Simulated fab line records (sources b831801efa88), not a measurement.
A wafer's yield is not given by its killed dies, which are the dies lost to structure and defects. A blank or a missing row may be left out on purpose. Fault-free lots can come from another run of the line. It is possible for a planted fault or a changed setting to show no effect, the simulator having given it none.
2 desks looking at one fault -- flow gf180mcu -- only its own numbers are on each desk; what lay behind them is given at the end

FROM THE METROLOGY DESK
What the gauges read for every lot (on any tool): the sampled wafers with a number, averaged. If a lot's mean is further than 4 standard deviations from the usual mean, the lot is out of limits and carries the mark OUT (the distance appears in the brackets).
Columns: A = SALICIDE_TIN_THK at GF_SALICIDE_THK_MEAS_05, usual 20.0 nm; B = M1_ALCU_RS at GF_M1_RS_MEAS_05, usual 0.0693 ohm/sq
lot,first seen here,A,B
L968,day 15 10:18,20.2,0.0696
L969,day 15 11:32,20.4,0.0687
L970,day 16 02:44,19.7,0.0689
L971,day 16 11:58,20.1,0.0696
L973,day 16 20:08,20.3,0.0696
L974,day 17 05:18,20.0,0.0691
L980,day 19 10:43,19.8,0.0686
L982,day 20 09:10,20.7,0.0694
L987,day 21 20:42,20.7,0.0694
L988,day 22 05:52,20.6,0.0693
L989,day 22 17:28,20.5,0.0702
L990,day 22 21:07,20.1,0.0697
L991,day 23 04:23,19.4,0.0698
This desk's verdict: no lot among the 13 shows anything out of limits.

THE TOOL OWNER'S DESK: pvd-sputter-02
At GF_SALICIDE_SPUTTER_03 (material TiN, target thk 20 nm, time 16.7 s) the tool's own readings: per lot run on this tool, the mean of the sampled wafers that have a number. If a lot's mean is further than 4 standard deviations from the usual mean, the lot is out of limits and carries the mark OUT (the distance appears in the brackets).
Columns: A = cathode-dc-power-W at GF_SALICIDE_SPUTTER_03, usual 6499.9 W; B = throttle-valve-pct at GF_SALICIDE_SPUTTER_03, usual 30.4 %
lot,first seen here,A,B
L970,day 16 02:35,6499.8,31.0
L980,day 19 10:34,6499.2,31.0
L982,day 20 09:01,6833.5 (+99 or more) OUT,30.9
Finding of this desk: L982 out of limits; the first was L982 at day 20 09:01, on cathode-dc-power-W at GF_SALICIDE_SPUTTER_03. L970, L980: within limits.

TAKEN TOGETHER
The tool owner's desk had the chance to raise an alarm at day 20 09:01 on L982.
Nothing out of limits was seen by the metrology desk.
The metrology desk holds a record of L982, inside its limits.
All the named lots went through GF_SALICIDE_SPUTTER_03 on pvd-sputter-02.

WHAT THE SIMULATOR HAD INSERTED
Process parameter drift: pvd-sputter-02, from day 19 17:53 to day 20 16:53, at GF_SALICIDE_SPUTTER_03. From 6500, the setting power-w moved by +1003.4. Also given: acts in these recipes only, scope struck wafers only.
Lots struck among those shown: L982.
Each desk's first reading out of limits, in hours after the fault started: the tool owner's desk, 15.
